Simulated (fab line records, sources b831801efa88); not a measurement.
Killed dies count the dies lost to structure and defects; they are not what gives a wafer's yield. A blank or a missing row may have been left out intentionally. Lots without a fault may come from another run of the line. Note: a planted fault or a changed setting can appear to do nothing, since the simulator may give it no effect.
Matching of chambers    flow sky130    cmp-01 running SKY_VIA3_CMP_24: 4 sister chambers
The step polishes, stops on SiO2, t overpolish 20 s, target thk 0 nm. 4 wafers are shown with their chamber, then 7 later ones without.

== WAFERS, EACH WITH ITS CHAMBER ==
wafer   chamber  motor current A (A)
L403.3  1        10.4
L404.6  2        12.1
L410.1  3        10.8
L410.3  0        11.8

== WAFERS WITHOUT THEIR CHAMBER ==
wafer   motor current A (A)
L410.6  11.3
L418.2  11.0
L418.3  12.3
L418.6  11.6
L419.1  11.1
L419.3  10.1
L419.6  11.1

== THE CHAMBER EACH PASSED THROUGH ==
wafer   from the rows above                in truth
L410.6  can't be placed: 0 or 3 or 2 or 1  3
L418.2  can't be placed: 3 or 1 or 0       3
L418.3  can't be placed: 2 or 0            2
L418.6  can't be placed: 0 or 2 or 3       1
L419.1  can't be placed: 3 or 1 or 0       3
L419.3  can't be placed: 1 or 3            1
L419.6  can't be placed: 3 or 1 or 0       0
0 of 7 placed correctly. Unplaceable from these rows: 7, with the true chamber sitting among the candidates in 6. Wrongly placed: 0.
How it was worked out, from the rows above alone: a wafer's distance from a chamber is the root of the sum, over the readings, of the square of ((its reading less the chamber's mean) divided by the reading's scatter). The wafer belongs to the nearest chamber; if the next one is less than 2 further off, it can't be placed. For every chamber, the mean is computed from those of its wafers that are shown. The scatter: root of mean squared gap, hidden wafer to nearest shown wafer, with one shown wafer a chamber.
